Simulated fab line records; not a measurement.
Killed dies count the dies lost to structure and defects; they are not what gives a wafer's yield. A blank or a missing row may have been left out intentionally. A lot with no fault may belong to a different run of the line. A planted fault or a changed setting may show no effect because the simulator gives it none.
Split-lot experiment + flow sky130 + on a route of 708 steps: 5 lots, 23 wafers read

THE SPLIT ITSELF
At SKY_METAL2_COAT_09 (resist thk 60 nm), the setting resist_thk_nm was moved away from the recipe's 60 nm on 9 of the 23 wafers read, by -4.8% to -3.5%. This setting was run at the recipe's value on the other wafers.

FROM THE SPLIT TO THE READING: what the file shows between them, 3 steps
- SKY_METAL2_COAT_10: resist thk 450 nm
- SKY_METAL2_SOFTBAKE_11: time 90 s
- SKY_METAL2_DESCUM_17: chemistry O2, time 8 s

THE READING
oes_product_au, in a.u., at SKY_METAL2_ETCH_18 (etches BARC in N2/H2, stops on SiO2, time 45.9 s, target depth 60 nm). A value of 0.854 a.u. with a standard deviation of 0.0045 a.u. is what fault-free wafers of this fab line usually give.

| wafer  | tool, chamber at the split | resist_thk_nm as run, nm | against the recipe | oes_product_au, a.u. | against lot-mates on the recipe |
|--------|----------------------------|--------------------------|--------------------|----------------------|---------------------------------|
| L074.1 | litho_track-02, 0          | 60                       | recipe             | 0.855                | -                               |
| L074.2 | litho_track-02, 0          | 57.61                    | -4.0%              | 0.832                | -0.024                          |
| L074.3 | litho_track-02, 0          | 57.61                    | -4.0%              | 0.835                | -0.021                          |
| L074.5 | litho_track-02, 0          | 60                       | recipe             | 0.859                | -                               |
| L074.6 | litho_track-02, 0          | 60                       | recipe             | 0.853                | -                               |
| L079.2 | litho_track-03, 0          | 60                       | recipe             | 0.857                | -                               |
| L079.4 | litho_track-03, 0          | 60                       | recipe             | 0.856                | -                               |
| L079.5 | litho_track-03, 0          | 60                       | recipe             | 0.852                | -                               |
| L082.1 | litho_track-02, 0          | 60                       | recipe             | 0.851                | -                               |
| L082.2 | litho_track-02, 0          | 57.25                    | -4.6%              | 0.834                | -0.021                          |
| L082.3 | litho_track-02, 0          | 57.25                    | -4.6%              | 0.831                | -0.024                          |
| L082.4 | litho_track-02, 0          | 60                       | recipe             | 0.859                | -                               |
| L082.6 | litho_track-02, 0          | 57.25                    | -4.6%              | 0.828                | -0.027                          |
| L081.1 | litho_track-01, 0          | 57.13                    | -4.8%              | 0.833                | -0.018                          |
| L081.2 | litho_track-01, 0          | 57.13                    | -4.8%              | 0.831                | -0.020                          |
| L081.3 | litho_track-01, 0          | 60                       | recipe             | 0.854                | -                               |
| L081.4 | litho_track-01, 0          | 60                       | recipe             | 0.849                | -                               |
| L081.6 | litho_track-01, 0          | 60                       | recipe             | 0.851                | -                               |
| L084.1 | litho_track-01, 0          | 57.9                     | -3.5%              | 0.831                | -0.018                          |
| L084.2 | litho_track-01, 0          | 60                       | recipe             | 0.845                | -                               |
| L084.3 | litho_track-01, 0          | 60                       | recipe             | 0.848                | -                               |
| L084.4 | litho_track-01, 0          | 60                       | recipe             | 0.855                | -                               |
| L084.6 | litho_track-01, 0          | 57.9                     | -3.5%              | 0.838                | -0.011                          |

FIT RESULTS
A straight line over all 23 wafers: oes_product_au changes by +0.00479 a.u. for each +1% of resist_thk_nm; r = +0.94; the points scatter about the line by 0.0037 a.u.
The same after taking each lot's own level away (the mean of its wafers on the recipe; 23 wafers): +0.00482 a.u. for each +1%; r = +0.95; scatter 0.0034 a.u.
On that fit, the largest move of resist_thk_nm shifts the reading by 0.023 a.u.
The span of the lots' own levels, 0.8493 to 0.8557 a.u., comes to 1.4 times the standard deviation stated above.
Hence the lot-to-lot level has little effect on the slope; both slopes agree.
Check: with one of the wafers moved furthest among these (-4.8%) left out of the fit, the line predicts -0.0238 a.u. for it against its lot-mates. Against them it came out at -0.0183 a.u.

FILE'S OWN FIT
oes_product_au changes by +0.00473 a.u. for each +1% of resist_thk_nm, r = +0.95.
